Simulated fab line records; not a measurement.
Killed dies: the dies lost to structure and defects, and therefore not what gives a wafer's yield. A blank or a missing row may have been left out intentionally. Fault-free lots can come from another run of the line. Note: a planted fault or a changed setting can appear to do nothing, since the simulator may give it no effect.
2 desks looking at one fault :: flow sky130 :: only its own numbers are on each desk; what lay behind them is given at the end

## FOR THE TOOL OWNER'S DESK: implanter-01
For each lot that ran on this tool, the mean over its sampled wafers that have a number, from the tool's own readings at SKY_LDD_N_IMPLANT_08. Marked OUT: a lot whose mean sits more than 4 standard deviations from the usual mean, which makes it out of limits; the brackets give that distance.
Columns: A = beamOnS at SKY_LDD_N_IMPLANT_08, usual 9.97 s; B = endStationPressureTorr at SKY_LDD_N_IMPLANT_08, usual 5.33e-06 Torr; C = faradayCurrentUA at SKY_LDD_N_IMPLANT_08, usual 424
lot: L645
first seen here: day 19 14:04
A: 11.88 (+9.1) OUT
B: 8.53e-05 (+99 or more) OUT
C: 352 (-8.5) OUT

lot: L646
first seen here: day 19 22:49
A: 11.61 (+7.8) OUT
B: 8.78e-05 (+99 or more) OUT
C: 360 (-7.5) OUT

lot: L655
first seen here: day 23 02:39
A: 10.10
B: 5.44e-06
C: 419

lot: L658
first seen here: day 26 12:04
A: 9.97
B: 5.32e-06
C: 424
This desk finds L645, L646 out of limits, L645 being first, at day 19 14:04 (beamOnS at SKY_LDD_N_IMPLANT_08). Within limits: L655, L658.

## METROLOGY DESK
Lot by lot, what the gauges showed, no matter which tool ran the lot: averages of those sampled wafers that carry a number. Marked OUT: a lot whose mean sits more than 4 standard deviations from the usual mean, which makes it out of limits; the brackets give that distance.
Columns: A = POLY_GATE_OXIDATION_THK at SKY_POLY_GATE_THK_MEAS_21, usual 4.00 nm; B = cdNm at SKY_POLY_GATE_CD_MEAS_22, usual 149.5 nm; C = LDD_N_OVL at SKY_LDD_N_OVL_MEAS_07, usual 1.3 nm
lot: L645
first seen here: day 18 06:31
A: 4.01
B: 148.1
C: -0.9

lot: L646
first seen here: day 18 15:36
A: 3.94
B: 150.9
C: 3.3

lot: L651
first seen here: day 20 14:27
A: 3.97
B: 149.0
C: 1.1

lot: L655
first seen here: day 21 21:07
A: 3.98
B: 148.2
C: 2.8

lot: L658
first seen here: day 25 06:45
A: 4.00
B: 150.9
C: 1.3

lot: L661
first seen here: day 25 10:37
A: 4.05
B: 148.0
C: 0.4
This desk found nothing out of limits on any of the 6 lots.

## TAKEN TOGETHER
The tool owner's desk could have raised an alarm at day 19 14:04, on L645, L646.
Metrology desk: nothing out of limits seen.
The metrology desk holds a record of L645, L646, inside its limits.
Every lot named ran SKY_LDD_N_IMPLANT_08 on implanter-01.

## WHAT WAS PUT IN BY THE SIMULATOR
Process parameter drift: implanter-01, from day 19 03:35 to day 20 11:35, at SKY_LDD_N_IMPLANT_08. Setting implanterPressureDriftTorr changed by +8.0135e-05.
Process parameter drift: implanter-01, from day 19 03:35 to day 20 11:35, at SKY_LDD_N_IMPLANT_08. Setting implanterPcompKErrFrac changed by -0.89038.
Shown lots that were struck: L645, L646.
Delay in hours, fault start to first out-of-limits reading, by desk: the tool owner's desk at 10.
